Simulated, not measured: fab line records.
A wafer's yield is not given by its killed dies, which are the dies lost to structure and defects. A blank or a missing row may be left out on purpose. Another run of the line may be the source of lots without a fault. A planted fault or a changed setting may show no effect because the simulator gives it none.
What tool caused it? :: flow gf180mcu :: Sampling: 13 lots, 39 wafers, 3 of 602 route steps

WHAT THE GAUGES READ, wafer by wafer
GF_VT_IMPLANT_TW_MEAS_10.
lot: L795
measured: day 5 17:07
on: filmMetro-02
VT_IMPLANT_TW: 567.3 569.4 568.4

lot: L797
measured: day 6 02:37
on: filmMetro-02
VT_IMPLANT_TW: 565.4 568.6 563.9

lot: L799
measured: day 6 15:05
on: filmMetro-04
VT_IMPLANT_TW: 564.3 566.6 569.8

lot: L800
measured: day 6 20:13
on: filmMetro-01
VT_IMPLANT_TW: 567.3 569.1 565.6

lot: L801
measured: day 7 04:00
on: filmMetro-04
VT_IMPLANT_TW: 569.3 564.6 571.5

lot: L804
measured: day 7 22:17
on: filmMetro-01
VT_IMPLANT_TW: 565.5 565.0 566.8

lot: L805
measured: day 8 05:55
on: filmMetro-02
VT_IMPLANT_TW: 566.7 565.2 565.8

lot: L806
measured: day 8 11:13
on: filmMetro-01
VT_IMPLANT_TW: 701.3 698.5 701.2

lot: L807
measured: day 8 17:03
on: filmMetro-04
VT_IMPLANT_TW: 699.2 695.4 703.5

lot: L808
measured: day 8 22:32
on: filmMetro-01
VT_IMPLANT_TW: 698.4 700.1 697.4

lot: L810
measured: day 9 10:33
on: filmMetro-02
VT_IMPLANT_TW: 567.1 570.8 569.9

lot: L812
measured: day 9 22:00
on: filmMetro-02
VT_IMPLANT_TW: 567.5 570.5 569.5

lot: L818
measured: day 11 17:08
on: filmMetro-01
VT_IMPLANT_TW: 569.1 569.9 569.4

GF_VT_IMPLANT_TW_MEAS_21.
lot: L795
measured: day 6 08:13
on: filmMetro-04
VT_IMPLANT_2_TW: 1223 1222 1228

lot: L797
measured: day 6 17:10
on: filmMetro-01
VT_IMPLANT_2_TW: 1218 1218 1220

lot: L799
measured: day 7 06:16
on: filmMetro-02
VT_IMPLANT_2_TW: 1218 1222 1224

lot: L800
measured: day 7 12:11
on: filmMetro-04
VT_IMPLANT_2_TW: 1226 1238 1229

lot: L801
measured: day 7 20:06
on: filmMetro-04
VT_IMPLANT_2_TW: 1232 1226 1222

lot: L804
measured: day 8 14:46
on: filmMetro-02
VT_IMPLANT_2_TW: 1218 1216 1215

lot: L805
measured: day 8 23:07
on: filmMetro-04
VT_IMPLANT_2_TW: 1213 1210 1218

lot: L806
measured: day 9 03:47
on: filmMetro-01
VT_IMPLANT_2_TW: 1225 1221 1231

lot: L807
measured: day 9 09:04
on: filmMetro-02
VT_IMPLANT_2_TW: 1221 1223 1226

lot: L808
measured: day 9 14:55
on: filmMetro-01
VT_IMPLANT_2_TW: 1227 1219 1225

lot: L810
measured: day 10 04:00
on: filmMetro-02
VT_IMPLANT_2_TW: 1230 1236 1235

lot: L812
measured: day 10 15:39
on: filmMetro-01
VT_IMPLANT_2_TW: 1213 1225 1216

lot: L818
measured: day 12 12:41
on: filmMetro-04
VT_IMPLANT_2_TW: 1221 1230 1224

WHAT TOOL EACH LOT RAN ON (gives the tool, then ch and the chambers of the sampled wafers, and finally the start)
lot: L795
GF_VT_IMPLANT_IMPLANT_08: implanter-04 ch 0, day 5 16:52

lot: L797
GF_VT_IMPLANT_IMPLANT_08: implanter-04 ch 0, day 6 02:22

lot: L799
GF_VT_IMPLANT_IMPLANT_08: implanter-04 ch 0, day 6 14:50

lot: L800
GF_VT_IMPLANT_IMPLANT_08: implanter-01 ch 0, day 6 19:59

lot: L801
GF_VT_IMPLANT_IMPLANT_08: implanter-04 ch 0, day 7 03:45

lot: L804
GF_VT_IMPLANT_IMPLANT_08: implanter-04 ch 0, day 7 22:02

lot: L805
GF_VT_IMPLANT_IMPLANT_08: implanter-01 ch 0, day 8 05:41

lot: L806
GF_VT_IMPLANT_IMPLANT_08: implanter-02 ch 0, day 8 10:41

lot: L807
GF_VT_IMPLANT_IMPLANT_08: implanter-04 ch 0, day 8 16:29

lot: L808
GF_VT_IMPLANT_IMPLANT_08: implanter-04 ch 0, day 8 21:57

lot: L810
GF_VT_IMPLANT_IMPLANT_08: implanter-02 ch 0, day 9 10:18

lot: L812
GF_VT_IMPLANT_IMPLANT_08: implanter-01 ch 0, day 9 21:45

lot: L818
GF_VT_IMPLANT_IMPLANT_08: implanter-01 ch 0, day 11 16:53
- GF_VT_IMPLANT_IMPLANT_08

WHAT THE TOOLS THEMSELVES READ (means of the sampled wafers that have a number; where no wafer has one, the mark that the record gives instead)
GF_VT_IMPLANT_IMPLANT_08.
lot: L795
tool: implanter-04
tiltDeg (degrees): 6.989

lot: L797
tool: implanter-04
tiltDeg (degrees): 7.010

lot: L799
tool: implanter-04
tiltDeg (degrees): 7.025

lot: L800
tool: implanter-01
tiltDeg (degrees): 6.994

lot: L801
tool: implanter-04
tiltDeg (degrees): 6.986

lot: L804
tool: implanter-04
tiltDeg (degrees): 7.013

lot: L805
tool: implanter-01
tiltDeg (degrees): 7.008

lot: L806
tool: implanter-02
tiltDeg (degrees): 7.003

lot: L807
tool: implanter-04
tiltDeg (degrees): 6.985

lot: L808
tool: implanter-04
tiltDeg (degrees): 6.990

lot: L810
tool: implanter-02
tiltDeg (degrees): 6.996

lot: L812
tool: implanter-01
tiltDeg (degrees): 7.016

lot: L818
tool: implanter-01
tiltDeg (degrees): 7.012

THE ANSWER, worked out from the rows above alone
Rule: the lots themselves supply what counts as usual. Put in order of their means at a reading, lots are off if they are a third of the lots or fewer, leave a main group of 4 or more, and stand apart from it by a gap of 3 or more times the standard deviation of the main group's means; of several such gaps the widest counts. A main group whose means are all the same, to the digits that the tables above print for the reading, isn't used. Also off: a lot with no number at a reading for which 4 or more lots have one. All remaining lots with rows at the step are treated as sound. After the gauges, taken in route order, come the tools' own readings; for these a lot's mean is taken, as printed above. At the first step where some lot is off, the reading lying furthest off is the one used; lots without a number count as furthest.
Off: at GF_VT_IMPLANT_TW_MEAS_10 (VT_IMPLANT_TW), L806, L807, L808. The main group: mean 567.7, standard deviation 1.4.
If a tool, at a process step before that reading, ran all the lots that are off and no sound lot after the first of them, it fits. Gauges at GF_VT_IMPLANT_TW_MEAS_10: tried the same way as those tools. Not one of the candidates tried fits.

WHAT THE SIMULATOR HAD INSERTED
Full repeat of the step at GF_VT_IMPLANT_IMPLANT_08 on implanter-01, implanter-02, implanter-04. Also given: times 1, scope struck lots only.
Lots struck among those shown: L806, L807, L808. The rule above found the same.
